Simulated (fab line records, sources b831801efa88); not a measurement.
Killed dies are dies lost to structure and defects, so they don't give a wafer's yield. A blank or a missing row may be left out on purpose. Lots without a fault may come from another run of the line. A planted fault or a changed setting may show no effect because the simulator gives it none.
fab line records | flow sky130
record lots=5 wafers=15 last_day=50
route steps=708 shown METAL1@455 VIA1@458 PAD_OPEN@708
lots that met no fault: from a run of the same line without faults
start_h: hours from the record's first day to the start of the lot's first wafer shown | wait_h: hours since the lot's step before | " the same as in the row above | L1.1+2: a row that stands for several wafers | - no value, or no start given | * or withheld: withheld | < > ~ a bound
route shown NAME@n: a module of which the file shows steps, and the number in the route of the first | usual: mean/standard deviation of fault-free wafers | same: alike in all rows | chamber/n: place in a boat | sites: the reading at each site | _std_site: their standard deviation | _edge_site: outer sites' mean less inner sites' | radius_mm: how far each site lies from the wafer's centre | mask NAME#n: copy n | behind: the tool/chamber that last shaped the wafer | hold: why the lot was held/for how many hours/how that ended | device: the transistor (n, p or np) that didn't switch | end of line: the same wafers' tests at the end of the route | a step without rows: its recipe alone | killed: dies lost to structure and defects at the first sort, not the wafer's yield | map: a wafer's dies, x killed, . not, _ none there
set.NAME: the setting as run; set.NAME@STEP: as run at that earlier step | model.NAME: the simulator's own value behind a step, which no gauge read
lots at some steps of the route; a table a step, a row a wafer
services: from which hour (start_h, from the record's first day; less than 0 if before it) a tool's chamber was out of use, for how many hours, and why
## steps
# step SKY_METAL1_STRIP_21
# recipe chemistry=post_etch_residue_remover time_s=1200 temp_c=72.5
# step SKY_METAL1_CLEAN_22
# recipe chemistry=IPA time_s=180 temp_c=25
# step SKY_METAL1_CLEAN_23
# recipe chemistry=O3/DIW dry=n2_spin
# step SKY_VIA1_HDPCVD_00
# recipe material=SiO2 target_thk_nm=1030 sigma_open_frac=0.3 time_s=171.7 temp_c=400 sih4_flow_sccm=60 pressure_mtorr=6
# step SKY_VIA1_THK_MEAS_01
# recipe reads=SiO2_of_VIA1_HDPCVD_00
# usual VIA1_HDPCVD_THK=1036/11
# columns lot.wafer tool chamber start_h wait_h VIA1_HDPCVD_THK[nm]
L646.1 film_metro-01 - 780.25 0.1 1046
L646.4 " - " " 1032
L646.5 " - " " 1031
L655.1 film_metro-01 - 835.74 0.1 1045
L655.2 " - " " 1051
L655.3 " - " " 1045
L656.1 film_metro-03 - 866.87 0.1 1046
L656.4 " - " " 1034
L656.6 " - " " 1033
L666.1 film_metro-02 - 916.26 0.1 1054
L666.2 " - " " 1042
L666.5 " - " " 1049
L669.1 film_metro-01 - 933.80 0.1 1029
L669.5 " - " " 1048
L669.6 " - " " 1037
# step SKY_VIA1_CMP_02
# recipe material=SiO2 down_force_psi=4 platen_rpm=60 pad_velocity_m_s=0.94248
# usual motor_current_A=11.8/1.2 slurry_flow_ml_min=150.0/0.44
# columns lot.wafer tool chamber start_h wait_h motor_current_A slurry_flow_ml_min
L646.4 cmp-01 0 780.36 0.1 11.5 149.8
L646.1 " 1 " " 11.3 150.5
L646.5 " 0 " " 11.5 149.7
L655.1 cmp-01 1 835.80 0.1 11.0 149.9
L655.3 " 3 " " 12.3 149.1
L655.2 " 0 " " 11.8 150.3
L656.4 cmp-02 3 866.93 0.0 10.6 149.6
L656.1 " 2 " " 9.5 149.3
L656.6 " 3 " " 10.6 149.7
L666.2 cmp-01 2 916.37 0.1 11.5 150.3
L666.1 " 0 " " 11.7 150.2
L666.5 " 1 " " 11.6 150.0
L669.1 cmp-02 0 933.96 0.1 12.9 150.6
L669.5 " 2 " " 9.2 149.3
L669.6 " 3 " " 11.4 150.7
# step SKY_VIA1_BOW_MEAS_03
# recipe mode=bow
# usual VIA1_BOW=78/6.9
# columns lot.wafer tool chamber start_h wait_h VIA1_BOW[um]
L646.1 film_metro-03 - 780.61 0.1 77
L646.4 " - " " 70
L646.5 " - " " 85
L655.1 film_metro-03 - 836.10 0.2 80
L655.2 " - " " 83
L655.3 " - " " 70
L656.1 film_metro-01 - 867.23 0.1 75
L656.4 " - " " 68
L656.6 " - " " 85
L666.1 film_metro-01 - 916.62 0.1 70
L666.2 " - " " 80
L666.5 " - " " 80
L669.1 film_metro-02 - 934.16 0.1 69
L669.5 " - " " 82
L669.6 " - " " 82
# step SKY_VIA1_DEHYDRATE_04
# recipe temp_c=200 time_s=60
# step SKY_VIA1_HMDS_05
# recipe prime_time_s=60 prime_temp_c=120
# step SKY_VIA1_COAT_06
# recipe resist=BARC temp_c=withheld time_s=withheld spin_rpm=3000 resist_thk_nm=60
# step SKY_VIA1_COAT_07
# recipe resist=KrF-thick spin_rpm=3000 resist_thk_nm=450
# step SKY_VIA1_SOFTBAKE_08
# recipe temp_c=100 time_s=90 resist=KrF-thick
# step SKY_VIA1_EXPOSE_09
# recipe mask_id=VIM na=0.8 source_shape=annular sigma_inner=0.55 sigma_outer=0.85 target_cd_nm=150 dose_mj=38
# columns lot.wafer tool chamber start_h wait_h mask
L646.1+4+5 krf_scanner-02 0 794.48 - VIM#0
L655.1+2+3 krf_scanner-02 0 849.53 - VIM#0
L656.1+4+6 krf_scanner-02 0 880.78 - VIM#0
L666.1+2+5 krf_scanner-01 0 929.25 - VIM#0
L669.1+5+6 krf_scanner-01 0 945.95 - VIM#0
# step SKY_VIA1_PEB_10
# recipe peb_temp_c=withheld peb_time_s=withheld resist=KrF-thick
# step SKY_VIA1_DEVELOP_11
# recipe develop_time_s=60 resist=KrF-thick dev_temp_c=21
# step SKY_VIA1_CD_MEAS_12
# recipe target_cd_nm=150
# usual cd_nm=149.8/1.5
# columns lot.wafer tool chamber start_h wait_h cd_nm
L646.1 cd_sem-01 - 807.28 - 152.1
L646.4 " - " " 149.9
L646.5 " - " " 149.0
L655.1 cd_sem-01 - 862.18 - 149.0
L655.2 " - " " 148.4
L655.3 " - " " 150.2
L656.1 cd_sem-02 - 891.83 - 134.8
L656.4 " - " " 150.4
L656.6 " - " " 134.2
L666.1 cd_sem-02 - 941.15 - 151.4
L666.2 " - " " 150.4
L666.5 " - " " 151.0
L669.1 cd_sem-02 - 958.95 - 149.7
L669.5 " - " " 150.4
L669.6 " - " " 151.1
# step SKY_VIA1_OVL_MEAS_13
# usual VIA1_OVL=5/5.1
# columns lot.wafer tool chamber start_h wait_h VIA1_OVL[nm]
L646.1 overlay-01 - 807.40 0.1 2
L646.4 " - " " 5
L646.5 " - " " 0
L655.1 overlay-01 - 862.30 0.1 5
L655.2 " - " " 9
L655.3 " - " " 9
L656.1 overlay-01 - 891.95 0.1 10
L656.4 " - " " 0
L656.6 " - " " 3
L666.1 overlay-01 - 941.27 0.1 11
L666.2 " - " " 14
L666.5 " - " " 10
L669.1 overlay-02 - 959.07 0.1 5
L669.5 " - " " 3
L669.6 " - " " -1
# step SKY_VIA1_ETCH_14
# recipe chemistry=N2/H2 target=BARC ion_energy_ev=200 source_w=500 bias_w=100 pressure_mtorr=30 n2_flow_sccm=100 h2_flow_sccm=200 stop_on=SiO2 time_s=45.9 target_depth_a=600
# usual drypump_motor_current_A=5.9/0.47 oes_product_au=0.854/0.004 throttle_valve_pct=13.225/0.0089
# columns lot.wafer tool chamber start_h wait_h drypump_motor_current_A oes_product_au rf_hours_counter_h throttle_valve_pct model.VIA1.cd_nm
L646.1 rie_diel-03 1 807.43 0.0 6.0 0.852 12 13.225 151.4
L646.4 " 0 " " 5.5 0.858 6 13.218 151.2
L646.5 " 1 " " 6.0 0.852 - 13.229 149
L655.1 rie_diel-03 2 862.33 0.0 5.7 0.861 10 13.227 149.1
L655.2 " 1 " " 6.0 0.850 14 13.236 148.5
L655.3 " 3 " " 6.3 0.852 7 13.218 150.9
L656.1 rie_diel-01 2 891.99 0.0 6.5 0.851 25 13.223 136
L656.4 " 1 " " 6.6 0.852 12 13.215 150.1
L656.6 " 2 " " 6.5 0.855 - 13.217 135.2
L666.1 rie_diel-03 1 941.30 0.0 6.0 0.857 17 13.222 150.8
L666.2 " 3 " " 6.2 0.860 9 13.219 151
L666.5 " 1 " " 5.9 0.857 - 13.234 150.6
L669.1 rie_diel-02 0 959.10 0.0 6.3 0.852 4 13.236 150
L669.5 " 2 " " 5.2 0.850 - 13.228 149.7
L669.6 " 3 " " 6.2 0.855 - 13.229 151.3
# step SKY_VIA1_ETCH_15
# recipe target=SiO2 chemistry=C4F8/O2/Ar target_depth_nm=351 stop_on=TiN mask_material=KrF-thick source_w=1500 bias_w=1200 pressure_mtorr=40 c4f8_flow_sccm=withheld O2_flow_sccm=6 Ar_flow_sccm=300 time_s=54
# usual oes_product_au=0.980/0.0058
# columns lot.wafer tool chamber start_h wait_h oes_product_au rf_hours_counter_h
L646.1 rie_diel-03 1 807.48 0.0 0.980 12
L646.4 " 0 " " 0.978 6
L646.5 " 1 " " 0.976 -
L655.1 rie_diel-03 2 862.38 0.0 0.971 10
L655.2 " 1 " " 0.972 14
L655.3 " 3 " " 0.984 7
L656.1 rie_diel-01 2 892.03 0.0 0.973 25
L656.4 " 1 " " 0.985 12
L656.6 " 2 " " 0.972 -
L666.1 rie_diel-03 1 941.35 0.0 0.983 17
L666.2 " 3 " " 0.975 9
L666.5 " 1 " " 0.979 -
L669.1 rie_diel-02 0 959.15 0.0 0.979 4
L669.5 " 2 " " 0.998 -
L669.6 " 3 " " 0.972 -
# step SKY_PAD_OPEN_PROBE_99
# usual defect_limited_yield=82.5/1.9 killed_at_M0_to_M3=43/6.8 killed_at_M4_up=3.0/1.6 killed_at_contacts=25/6 killed_at_front_end=15/4.4 killed_at_other=0.3/0.52 killed_dies=86/9.6 killed_open=47/6.7 killed_short=39/6.8 sort_bin_3_pad_short=0.9/0.43 sort_bin_5_function=10.3/1.5 sort_bin_6_memory=6.3/1.1 sort_n_pass=406/9.6 sort_yield_pct=82.5/1.9
# same gross_dies=492 killed_at_back_side=0 sort_bin_4_leakage[%]=0 sort_bin_8_speed[%]=0
# columns lot.wafer tool chamber start_h wait_h defect_limited_yield[%] killed_at_M0_to_M3 killed_at_M4_up killed_at_contacts killed_at_front_end killed_at_other killed_dies killed_open killed_short sort_bin_3_pad_short[%] sort_bin_5_function[%] sort_bin_6_memory[%] sort_n_pass sort_yield_pct[%] model.etest.via1_chain.rc_ohm
L646.1 prober-02 - 1088.28 0.1 83.3 43 2 23 14 0 82 50 32 0.2 10.6 5.9 410 83.3 15.66
L646.4 prober-02 - 1088.43 0.2 78.9 51 4 33 16 0 104 55 49 1.2 11.0 8.9 388 78.9 15.83
L646.5 prober-02 - 1088.48 0.2 80.9 47 1 29 17 0 94 54 40 0.8 10.0 8.3 398 80.9 15.99
L655.1 prober-01 - 1129.99 0.1 80.1 42 3 24 28 1 98 47 51 1.6 11.6 6.7 394 80.1 16.73
L655.2 prober-01 - 1130.04 0.1 82.9 38 2 26 16 2 84 39 45 0.4 9.6 7.1 408 82.9 16.53
L655.3 prober-01 - 1130.09 0.2 82.5 32 5 35 14 0 86 44 42 0.6 9.3 7.5 406 82.5 15.25
L656.1 prober-02 - 1154.35 0.1 82.1 60 3 12 13 0 88 43 39 0.4 12.2 5.3 404 82.1 21.65
L656.4 prober-02 - 1154.50 0.2 81.5 51 5 23 12 0 91 55 36 0.2 12.4 5.9 401 81.5 16.89
L656.6 prober-02 - 1154.60 0.2 82.1 45 5 27 10 1 88 44 35 0.4 11.8 5.7 404 82.1 20.52
L666.1 prober-02 - 1186.38 0.1 80.3 53 4 25 15 0 97 52 45 1.2 11.2 7.3 395 80.3 16.36
L666.2 prober-02 - 1186.43 0.1 82.1 43 2 24 19 0 88 45 43 0.6 10.8 6.5 404 82.1 16.46
L666.5 prober-02 - 1186.58 0.2 81.9 46 2 28 13 0 89 55 34 0.4 10.6 7.1 403 81.9 15.36
L669.1 prober-01 - 1199.55 0.1 80.1 55 1 21 21 0 98 57 38 0.6 13.0 6.3 394 80.1 16.41
L669.5 prober-01 - 1199.75 0.2 79.7 45 2 31 22 0 100 52 48 1.0 12.6 6.7 392 79.7 15.77
L669.6 prober-01 - 1199.80 0.2 81.1 47 4 34 8 0 93 54 36 0.6 11.6 6.7 399 81.1 16.3
# killed by level:class
L646.1 VIA1:geometric_particle:open=17 VIA3:geometric_particle:open=7 CONTACT:geometric_particle:open=6 LI_CONTACT:geometric_particle:open=6 CONTACT:geometric_particle:short=5 FIELD_ISO:geometric_particle:open=4 LOCAL_INTERCONNECT:geometric_particle:short=4 VIA2:geometric_particle:short=4
L646.4 CONTACT:geometric_particle:open=14 VIA1:geometric_particle:open=11 METAL2:geometric_particle:short=9 VIA2:geometric_particle:open=7 LI_CONTACT:geometric_particle:open=7 CONTACT:geometric_particle:short=6 VIA3:geometric_particle:short=6 VIA2:geometric_particle:short=5
L646.5 LI_CONTACT:geometric_particle:open=11 VIA3:geometric_particle:open=10 CONTACT:geometric_particle:open=9 VIA1:geometric_particle:open=7 FIELD_ISO:geometric_particle:short=6 METAL1:geometric_particle:short=6 VIA1:geometric_particle:short=6 VIA2:geometric_particle:open=5
L655.1 METAL2:geometric_particle:short=9 CONTACT:geometric_particle:open=9 VIA3:geometric_particle:open=7 METAL1:geometric_particle:short=6 FIELD_ISO:geometric_particle:short=5 POLY_GATE:geometric_particle:open=5 LI_CONTACT:geometric_particle:open=5 VIA1:geometric_particle:open=5
L655.2 LI_CONTACT:geometric_particle:open=8 VIA1:geometric_particle:open=7 CONTACT:geometric_particle:open=6 VIA1:geometric_particle:short=6 VIA3:geometric_particle:open=5 CONTACT:geometric_particle:short=5 METAL1:geometric_particle:short=5 METAL2:geometric_particle:short=4
L655.3 LI_CONTACT:geometric_particle:open=17 VIA1:geometric_particle:short=7 FIELD_ISO:geometric_particle:open=5 POLY_GATE:geometric_particle:open=4 LI_CONTACT:geometric_particle:short=4 LOCAL_INTERCONNECT:geometric_particle:short=4 CONTACT:geometric_particle:open=4 CONTACT:geometric_particle:short=4
L656.1 VIA1:geometric_particle:open=10 VIA1:geometric_particle:short=7 VIA2:geometric_particle:open=7 METAL2:geometric_particle:short=6 VIA3:geometric_particle:open=6 VIA1:area_expose=6 FIELD_ISO:geometric_particle:short=5 CONTACT:geometric_particle:open=5
L656.4 VIA1:geometric_particle:open=13 CONTACT:geometric_particle:open=12 VIA2:geometric_particle:open=7 VIA3:geometric_particle:open=7 METAL2:geometric_particle:short=6 FIELD_ISO:geometric_particle:open=5 VIA1:geometric_particle:short=5 LI_CONTACT:geometric_particle:short=4
L656.6 CONTACT:geometric_particle:open=11 VIA1:area_expose=9 LI_CONTACT:geometric_particle:open=7 VIA1:geometric_particle:short=7 VIA3:geometric_particle:open=6 CONTACT:geometric_particle:short=5 VIA2:geometric_particle:open=5 FIELD_ISO:geometric_particle:open=3
L666.1 VIA1:geometric_particle:open=14 CONTACT:geometric_particle:open=13 METAL2:geometric_particle:short=11 VIA3:geometric_particle:open=9 FIELD_ISO:geometric_particle:open=6 LOCAL_INTERCONNECT:geometric_particle:short=6 VIA2:geometric_particle:short=6 CONTACT:geometric_particle:short=5
L666.2 VIA1:geometric_particle:open=8 VIA3:geometric_particle:open=8 CONTACT:geometric_particle:open=7 METAL2:geometric_particle:short=7 LI_CONTACT:geometric_particle:open=6 CONTACT:geometric_particle:short=6 VIA1:geometric_particle:short=5 VIA2:geometric_particle:short=5
L666.5 LI_CONTACT:geometric_particle:open=9 CONTACT:geometric_particle:short=9 VIA2:geometric_particle:open=9 VIA1:geometric_particle:open=9 CONTACT:geometric_particle:open=8 VIA3:geometric_particle:open=6 FIELD_ISO:geometric_particle:open=5 VIA1:geometric_particle:short=5
L669.1 VIA1:geometric_particle:open=17 VIA3:geometric_particle:open=11 VIA1:geometric_particle:short=8 LI_CONTACT:geometric_particle:open=7 CONTACT:geometric_particle:open=7 POLY_GATE:geometric_particle:open=5 METAL1:geometric_particle:short=4 LOCAL_INTERCONNECT:geometric_particle:short=4
L669.5 VIA1:geometric_particle:open=11 LI_CONTACT:geometric_particle:open=9 POLY_GATE:geometric_particle:short=7 CONTACT:geometric_particle:short=7 CONTACT:geometric_particle:open=7 FIELD_ISO:geometric_particle:open=5 POLY_GATE:geometric_particle:open=5 VIA1:geometric_particle:short=5
L669.6 VIA1:geometric_particle:open=16 CONTACT:geometric_particle:open=15 VIA3:geometric_particle:open=6 LI_CONTACT:geometric_particle:short=6 VIA2:geometric_particle:open=6 LI_CONTACT:geometric_particle:open=5 METAL2:geometric_particle:short=5 METAL3:geometric_particle:short=4
## services
# columns tool chamber start_h hours kind
cmp-01 - 762.19 0.5 repair
rie_diel-03 - 768.23 0.1 repair
krf_scanner-01 - 771.82 1.0 pm
krf_scanner-02 - 774.40 1.0 pm
krf_scanner-01 - 775.40 0.8 pm
krf_scanner-02 - 791.94 1.3 pm
cmp-02 - 796.69 1.6 repair
krf_scanner-01 - 807.80 0.8 pm
rie_diel-03 - 807.88 2.8 pm
rie_diel-01 2 819.21 2.2 repair
rie_diel-02 0 819.62 13.6 repair
rie_diel-02 - 837.46 0.7 repair
cmp-01 - 842.70 25.6 repair
rie_diel-01 3 843.97 12.0 repair
krf_scanner-02 - 845.49 4.0 pm
krf_scanner-01 - 852.21 3.9 repair
rie_diel-01 - 852.38 14.6 pm
rie_diel-03 2 852.70 1.9 repair
cmp-01 - 863.14 1.3 repair
krf_scanner-01 - 864.17 1.3 pm
cmp-01 - 868.30 3.6 pm
krf_scanner-02 - 926.94 0.2 repair
cmp-01 - 932.08 3.0 repair
krf_scanner-02 - 943.40 1.0 pm
## key
first_sign step=SKY_VIA1_CD_MEAS_12 reading=cd_nm direction=down sigmas=9.9 usual=149.8 struck=134.5
effect none on later readings
model_effect step=SKY_VIA1_ETCH_14 value=VIA1.cd_nm without=150.9 struck=135.6
model_effect step=SKY_PAD_OPEN_PROBE_99 value=etest.via1_chain.rc_ohm without=17.08 struck=21.09
met_at SKY_VIA1_EXPOSE_09
struck_wafers L656.1,L656.6
onset_between 849.53 880.78
fault kind=process_parameter_drift tool=krf_scanner-02 chamber=- onset_h=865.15 steps=SKY_VIA1_EXPOSE_09 channel=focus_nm offset=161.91 shape=step end_h=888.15 scope=struck_wafers_only
